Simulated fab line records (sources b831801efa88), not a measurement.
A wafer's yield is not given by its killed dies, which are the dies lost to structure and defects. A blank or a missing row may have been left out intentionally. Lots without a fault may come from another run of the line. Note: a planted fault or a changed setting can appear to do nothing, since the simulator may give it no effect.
A lot that was struck, set against a sound lot + flow sky130 + 44 steps out of a route of 708
Sound: these wafers, L224.4, L224.5, L224.6. Wafers L214.3, L214.5, L214.6 were the ones struck. The cause comes at the end.
For every step that has rows: the tool of each side, followed by ch and its chambers, followed by its first start. Under that, the readings that differ: sound wafers + struck wafers + difference of the means + sigmas: that difference in standard deviations of wafers without a fault.
alike: same words and numbers on both sides, and readings whose means sit less than 2 such deviations apart. not compared: any withheld reading, any reading some wafer has no value for, any bound like >300 that may hide the same value, and any number with overlapping values for which the record gives no deviation.
A row with sigmas, a row that says differs or no value, or rows on one side alone: a step with any of these is where the two part. When numbers do not overlap yet have no deviation, they are printed without sigmas and do not part them. A reading missing from all wafers of one side parts the sides only when that side holds two or more wafers.

first, 4 steps without rows for these wafers: SKY_VIA2_CLEAN_18 (cleans in IPA, time 180 s); SKY_VIA2_CLEAN_19 (cleans in O3/DIW); SKY_VIA2_SPUTTER_20 (material TiN, target thk 20 nm, time 80 s); SKY_VIA2_CVD_21 (deposits W, target thk 420 nm, time 126.4 s).
SKY_VIA2_RS_MEAS_22: measures by four-point-probe.
  sound on filmMetro-03, day 41 23:04; struck on filmMetro-02, day 36 18:05
  alike: VIA2_W_RS
SKY_VIA2_THK_MEAS_23: measures by xrf.
  sound on filmMetro-03, day 41 23:09; struck on filmMetro-02, day 36 18:11
  alike: VIA2_W_THK
SKY_VIA2_CMP_24: polishes, stops on SiO2, t overpolish 20 s, target thk 0 nm.
  sound on cmp-02 ch 0,1,2, day 41 23:17; struck on cmp-02 ch 0,1,2, day 36 18:22
  alike: motorCurrentA, overpolishRunS, timeToEndpointS
then, 2 steps without rows for these wafers: SKY_METAL3_SPUTTER_00 (material Ti, target thk 15 nm, time 10 s); SKY_METAL3_SPUTTER_01 (material TiN, target thk 20 nm, time 16.7 s).
SKY_METAL3_SPUTTER_02: material AlCu, target thk 735 nm, time 39.1 s.
  sound on pvdSputter-02, day 41 23:32; struck on pvdSputter-01, day 36 18:34
  alike: chamberPressurePa, throttleValvePct
SKY_METAL3_SPUTTER_03: material Ti, target thk 5 nm, time 3.3 s.
  sound on pvdSputter-02, day 41 23:34; struck on pvdSputter-01, day 36 18:37
  alike: chamberPressurePa, throttleValvePct
SKY_METAL3_SPUTTER_04: material TiN, target thk 70 nm, time 58.3 s.
  sound on pvdSputter-02, day 41 23:35; struck on pvdSputter-01, day 36 18:37
  alike: chamberPressurePa, throttleValvePct
SKY_CAPM_CVD_00: deposits SiO2, target thk 15.5 nm.
  sound on pecvd-02 ch 0,1,2, day 41 23:39; struck on pecvd-03 ch 0,2, day 36 18:40
| reading                              | sound             | struck            | difference | sigmas |
|--------------------------------------|-------------------|-------------------|------------|--------|
| model.SiO2_of_CAPM_CVD_00.thkNm (nm) | 15.65 15.62 15.62 | 19.66 19.65 20.02 | +4.15      |        |
  alike: heaterPowerW
SKY_CAPM_THK_MEAS_01:
  sound on filmMetro-01, day 41 23:42; struck on filmMetro-02, day 36 18:43
| reading              | sound             | struck            | difference | sigmas |
|----------------------|-------------------|-------------------|------------|--------|
| CAPM_CVD_00_THK (nm) | 15.64 15.65 15.59 | 19.70 19.61 20.03 | +4.15      | +20    |
SKY_CAPM_SPUTTER_02: material TiN, target thk 200 nm, time 166.7 s.
  sound on pvdSputter-03, day 41 23:44; struck on pvdSputter-03, day 36 18:45
  alike: chamberPressurePa, throttleValvePct
SKY_CAPM_RS_MEAS_03: measures by four-point-probe.
  sound on filmMetro-01, day 41 23:54; struck on filmMetro-02, day 36 18:54
  alike: CAPM_TIN_RS
SKY_CAPM_THK_MEAS_04: measures by xrf.
  sound on filmMetro-01, day 41 23:59; struck on filmMetro-02, day 36 19:00
| reading           | sound             | struck            | difference | sigmas |
|-------------------|-------------------|-------------------|------------|--------|
| CAPM_TIN_THK (nm) | 204.2 202.8 202.7 | 197.6 197.3 196.7 | -6.0       | -3     |
then, 7 steps without rows for these wafers: SKY_CAPM_DEHYDRATE_05 (time 60 s); SKY_CAPM_HMDS_06 (prime time 60 s); SKY_CAPM_COAT_07 (resist thk 1140 nm); SKY_CAPM_SOFTBAKE_08 (time 60 s); SKY_CAPM_EXPOSE_09 (exposes mask CAPM, target cd 1000 nm); SKY_CAPM_PEB_10; SKY_CAPM_DEVELOP_11 (develop time 60 s).
SKY_CAPM_OVL_MEAS_12:
  sound on overlay-02, day 42 22:22; struck on overlay-02, day 37 19:51
  alike: CAPM_OVL
then, 13 steps without rows for these wafers: SKY_CAPM_METAL_ETCH_13 (etches TiN in Cl2/BCl3, stops on SiO2, target depth 220 nm, time 62.9 s); SKY_CAPM_STRIP_14 (strips in O2/N2); SKY_CAPM_STRIP_15 (strips in post etch residue remover, time 1200 s); SKY_CAPM_CLEAN_16 (cleans in IPA, time 180 s); SKY_CAPM_CLEAN_17 (cleans in O3/DIW); SKY_METAL3_DEHYDRATE_05 (time 60 s); SKY_METAL3_HMDS_06 (prime time 60 s); SKY_METAL3_COAT_07 (resist thk 60 nm); SKY_METAL3_COAT_08 (resist thk 1140 nm); SKY_METAL3_SOFTBAKE_09 (time 90 s); SKY_METAL3_EXPOSE_10 (exposes mask MM3, target cd 300 nm); SKY_METAL3_PEB_11; SKY_METAL3_DEVELOP_12 (develop time 60 s).
SKY_METAL3_CD_MEAS_13: the cd target is 300 nm.
  sound on cdSem-01, day 43 22:15; struck on cdSem-02, day 38 22:46
  alike: cdNm
SKY_METAL3_OVL_MEAS_14:
  sound on overlay-01, day 43 22:20; struck on overlay-02, day 38 22:51
  alike: METAL3_OVL
then, 2 steps without rows for these wafers: SKY_METAL3_DESCUM_15 (chemistry O2, time 8 s); SKY_METAL3_ETCH_16 (etches BARC in N2/H2, stops on SiO2, time 88.2 s, target depth 60 nm).
SKY_METAL3_ETCH_17: etches SiO2 in C4F8/O2/Ar, stops on TiN, time 3.9 s, target depth 15 nm.
  sound on rieDiel-03 ch 2,3, day 43 22:29; struck on rieDiel-01 ch 0,1, day 38 23:01
| reading                 | sound             | struck            | difference | sigmas |
|-------------------------|-------------------|-------------------|------------|--------|
| oesProductAu (a.u.)     | 0.763 0.761 0.757 | 0.858 0.861 0.861 | +0.100     | +14    |
| model.etch.depthNm (nm) | 15.65 15.62 15.62 | 19.66 19.65 20.02 | +4.15      |        |
  not compared: rfHoursCounterH
-- the record jumps here: 7 days lie between the struck wafers' starts before and after (it left off in module METAL3 and takes up again in module PAD_OPEN, whose first step shown is number 708 of the route) --
SKY_PAD_OPEN_PROBE_99:
  sound on prober-01, day 50 04:37; struck on prober-01, day 46 03:04
| reading                               | sound               | struck                        | difference | sigmas |
|---------------------------------------|---------------------|-------------------------------|------------|--------|
| model.etest.capMim.bvV (V)            | 13.48 13.69 13.99   | 17.39 17.59 17.27             | +3.70      |        |
| model.etest.capMim.leakLog10ACm2      | -8.99 -8.891 -9.088 | -9.831 -9.838 -9.867          | -0.856     |        |
| model.etest.capMim.cFfUm2             | 2.304 2.329 2.325   | 1.849 1.857 1.806             | -0.482     |        |
| model.etest.tester.sort_bin_8_pct (%) | 0 0 0               | 3.001e-06 5.143e-09 5.315e-07 | +1.179e-06 |        |
  alike: defectLimitedYield, killed_at_M0_to_M3, killed_at_M4_up, killedAtContacts, killedAtFrontEnd, killedAtOther, killedDies, killedOpen, killedShort
  not compared: model.etest.tester.sortNPass, model.etest.tester.sort_bin_5_pct, model.etest.tester.sortYieldPct

WHERE THEY PART
At SKY_CAPM_THK_MEAS_01 first; at SKY_METAL3_ETCH_17 last (within this record only). Later steps at which nothing parts them and some readings are alike: SKY_PAD_OPEN_PROBE_99.

WHY: what had been put in by the simulator
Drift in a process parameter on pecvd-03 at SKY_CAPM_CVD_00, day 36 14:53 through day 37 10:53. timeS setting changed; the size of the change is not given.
